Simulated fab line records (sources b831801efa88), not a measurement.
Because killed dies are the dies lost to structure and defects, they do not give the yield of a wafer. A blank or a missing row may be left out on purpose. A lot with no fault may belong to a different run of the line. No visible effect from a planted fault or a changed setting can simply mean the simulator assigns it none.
One fault through the eyes of 2 desks :: flow gf180mcu :: only its own numbers are on each desk; what lay behind them is given at the end

AT THE TOOL OWNER'S DESK: pecvd-04
The tool's own readings at GF_CONTACT_CVD_02 (deposits SiO2 from TEOS, target thk 860 nm, time 95.992 s): means of the sampled wafers that have a number, for each lot that ran on this tool. If a lot's mean is further than 4 standard deviations from the usual mean, the lot is out of limits and carries the mark OUT (the distance appears in the brackets).
Columns: A = heater-power-w at GF_CONTACT_CVD_02, usual 617 W
lot: L972
first seen here: day 15 23:50
A: 622

lot: L974
first seen here: day 16 03:43
A: 615

lot: L975
first seen here: day 16 16:53
A: 623

lot: L979
first seen here: day 17 20:15
A: 628

lot: L983
first seen here: day 19 10:23
A: 655

lot: L990
first seen here: day 22 04:50
A: 618

lot: L993
first seen here: day 23 06:30
A: 626

lot: L994
first seen here: day 23 08:14
A: 607
This desk found nothing out of limits on any of the 8 lots.

FROM THE METROLOGY DESK
What the gauges read, lot by lot, whatever tool the lot ran on: means of the sampled wafers that have a number. If a lot's mean is further than 4 standard deviations from the usual mean, the lot is out of limits and carries the mark OUT (the distance appears in the brackets).
Columns: A = NSD_TW at GF_NSD_TW_MEAS_12, usual 4310; B = SALICIDE_TIN_RS at GF_SALICIDE_RS_MEAS_04, usual 16.8 ohm/sq; C = CONTACT_CVD_02_THK at GF_CONTACT_THK_MEAS_03, usual 862 nm
lot: L971
first seen here: day 13 15:38
A: 4312
B: 16.5
C: 853

lot: L973
first seen here: day 13 22:16
A: 4324
B: 16.7
C: 858

lot: L972
first seen here: day 14 03:07
A: 4348
B: 16.8
C: 856

lot: L974
first seen here: day 14 07:14
A: 4315
B: 16.5
C: 865

lot: L975
first seen here: day 14 19:14
A: 4294
B: 16.7
C: 855

lot: L979
first seen here: day 15 21:22
A: 4340
B: 16.7
C: 1618 (+69) OUT

lot: L983
first seen here: day 17 09:50
A: 4318
B: 16.7
C: 1618 (+69) OUT

lot: L985
first seen here: day 18 11:57
A: 4368
B: 16.7
C: 865

lot: L988
first seen here: day 19 06:01
A: 4335
B: 17.2
C: 871

lot: L990
first seen here: day 20 03:01
A: 4335
B: 16.3
C: 845

lot: L991
first seen here: day 20 09:49
A: 4316
B: 17.0
C: 854

lot: L993
first seen here: day 21 05:25
A: 4378
B: 16.4
C: 858

lot: L994
first seen here: day 21 08:14
A: 4346
B: 16.9
C: 859
Finding of this desk: L979, L983 out of limits, first seen on L979 at day 17 20:19 (CONTACT_CVD_02_THK at GF_CONTACT_THK_MEAS_03). In limits: L971, L973, L972, L974, L975, L985, L988, L990, L991, L993, L994.

TAKEN TOGETHER
On L979, L983, the metrology desk was in a position to raise an alarm at day 17 20:19.
Nothing out of limits was seen by the tool owner's desk.
The tool owner's desk has L979, L983 on record, within its limits.
Every lot named ran GF_CONTACT_CVD_02 on pecvd-04.

WHAT THE SIMULATOR HAD INSERTED
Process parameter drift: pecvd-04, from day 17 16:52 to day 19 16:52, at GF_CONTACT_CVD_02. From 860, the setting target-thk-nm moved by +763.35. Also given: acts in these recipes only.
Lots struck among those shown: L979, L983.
Time in hours between the start of the fault and the first out-of-limits reading at each desk: metrology desk, 3.
